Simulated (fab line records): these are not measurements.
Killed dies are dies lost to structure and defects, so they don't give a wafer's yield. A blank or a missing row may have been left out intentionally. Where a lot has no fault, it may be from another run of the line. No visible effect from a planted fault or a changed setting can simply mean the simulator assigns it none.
A lot that was struck, set against a sound lot || flow sky130 || 18 out of 708 route steps
Sound: the wafers L468.2, L468.3, L468.6. Wafers struck: L474.3, L474.5, L474.6. The cause is given at the end.
For every step that has rows: the tool of each side, followed by ch and its chambers, followed by its first start. Under that, the readings that differ: sound wafers || struck wafers || difference of the means || sigmas: that difference in standard deviations of wafers without a fault.
alike: readings with means less than 2 such deviations apart, plus words and numbers identical on both sides. not compared: withheld readings, readings lacking a value on some wafer, bounds such as >300 that could conceal the same value, and numbers that have no deviation in the record and whose values overlap.
The two part at a step that has a row with sigmas, a row that says differs or no value, or rows on one side only. When numbers do not overlap yet have no deviation, they are printed without sigmas and do not part them. Lack of a reading on every wafer of one side parts them only where that side has two or more wafers.

first, 2 steps without rows for these wafers: SKY_GATE_OXIDE_CLEAN_00 (cleans in SC1/SC2, time 150 s); SKY_GATE_OXIDE_OXIDATION_01 (stabilise 600 s, purge 300 s, target thk 10.268 nm).
SKY_GATE_OXIDE_THK_MEAS_02:
  struck on film_metro-03, day 14 22:52; sound on film_metro-03, day 13 07:42
  alike: GATE_OXIDE_OXIDATION_00_THK
then, 7 steps without rows for these wafers: SKY_GATE_OXIDE_DEHYDRATE_03 (time 60 s); SKY_GATE_OXIDE_HMDS_04 (prime time 60 s); SKY_GATE_OXIDE_COAT_05 (resist thk 1140 nm); SKY_GATE_OXIDE_SOFTBAKE_06 (time 60 s); SKY_GATE_OXIDE_EXPOSE_07 (exposes mask LVOM, target cd 600 nm); SKY_GATE_OXIDE_PEB_08; SKY_GATE_OXIDE_DEVELOP_09 (develop time 60 s).
SKY_GATE_OXIDE_OVL_MEAS_10:
  struck on overlay-01, day 16 01:26; sound on overlay-02, day 14 09:47
{"reading": "GATE_OXIDE_OVL (nm)", "sound": "2.4 1.1 1.7", "struck": "-1.8 -1.7 -1.8", "difference": -3.5, "sigmas": -2}
next, for these wafers, 1 step has no rows: SKY_GATE_OXIDE_IMPLANT_11.
SKY_GATE_OXIDE_WET_ETCH_12: etches SiO2 in dHF, target depth 16.8 nm, time 336 s.
  sound on wet_bench-01 ch 2, day 14 09:59; struck on wet_bench-04 ch 2, day 16 01:37
  no value came back on the struck wafers for bath_heat_duty_pct (%), run_length_s (s), time_s (s); on the sound wafers bath_heat_duty_pct (%) reads 6.0 6.9 6.9
{"reading": "model.SiO2_of_FIELD_ISO_CVD_24.thk_nm (nm)", "sound": "364.1 366 363.6", "struck": "382.7 383 383.4", "difference": "+18.5", "sigmas": ""}
SKY_GATE_OXIDE_STRIP_13: strips in O2/N2.
  sound on plasma_asher-04 ch 0,1, day 14 10:05; struck on plasma_asher-02 ch 0,1, day 16 01:44
  alike: drypump_motor_current_A, oes_product_au, strip_time_to_endpoint_s
  not compared: rf_hours_counter_h
SKY_GATE_OXIDE_TW_MEAS_14:
  struck on film_metro-03, day 16 01:50; sound on film_metro-04, day 14 10:11
  alike: GATE_OXIDE_TW
SKY_GATE_OXIDE_CLEAN_15: cleans in SC1/SC2, time 150 s.
  sound on wet_bench-01 ch 0, day 14 10:14; struck on wet_bench-04 ch 3, day 16 01:52
{"reading": "model.SiO2_of_FIELD_ISO_CVD_24.thk_nm (nm)", "sound": "363.4 365.3 362.9", "struck": "382 382.4 382.7", "difference": "+18", "sigmas": ""}
then, 1 step without rows for these wafers: SKY_GATE_OXIDE_OXIDATION_16 (stabilise 600 s, purge 300 s, target thk 3.57 nm).
-- the record jumps here: 32 days lie between the struck wafers' starts before and after (it left off in module GATE_OXIDE and takes up again in module PAD_OPEN, whose first step shown is number 708 of the route) --
SKY_PAD_OPEN_PROBE_99:
  struck on prober-01, day 47 14:42; sound on prober-02, day 46 10:38
{"reading": "killed_at_front_end", "sound": "18 15 18", "struck": "426 426 424", "difference": "+408", "sigmas": "+95"}
{"reading": "killed_dies", "sound": "80 83 68", "struck": "492 492 492", "difference": "+415", "sigmas": "+42"}
{"reading": "killed_on_rim", "sound": "21 13 11", "struck": "96 96 96", "difference": "+81", "sigmas": "+21"}
  alike: killed_at_M0_to_M3, killed_at_M4_up, killed_at_contacts, killed_at_other, killed_open, killed_short

## WHERE THEY PART
Earliest at SKY_GATE_OXIDE_OVL_MEAS_10; latest, in this record, at SKY_PAD_OPEN_PROBE_99.

WHY: what the simulator had put in
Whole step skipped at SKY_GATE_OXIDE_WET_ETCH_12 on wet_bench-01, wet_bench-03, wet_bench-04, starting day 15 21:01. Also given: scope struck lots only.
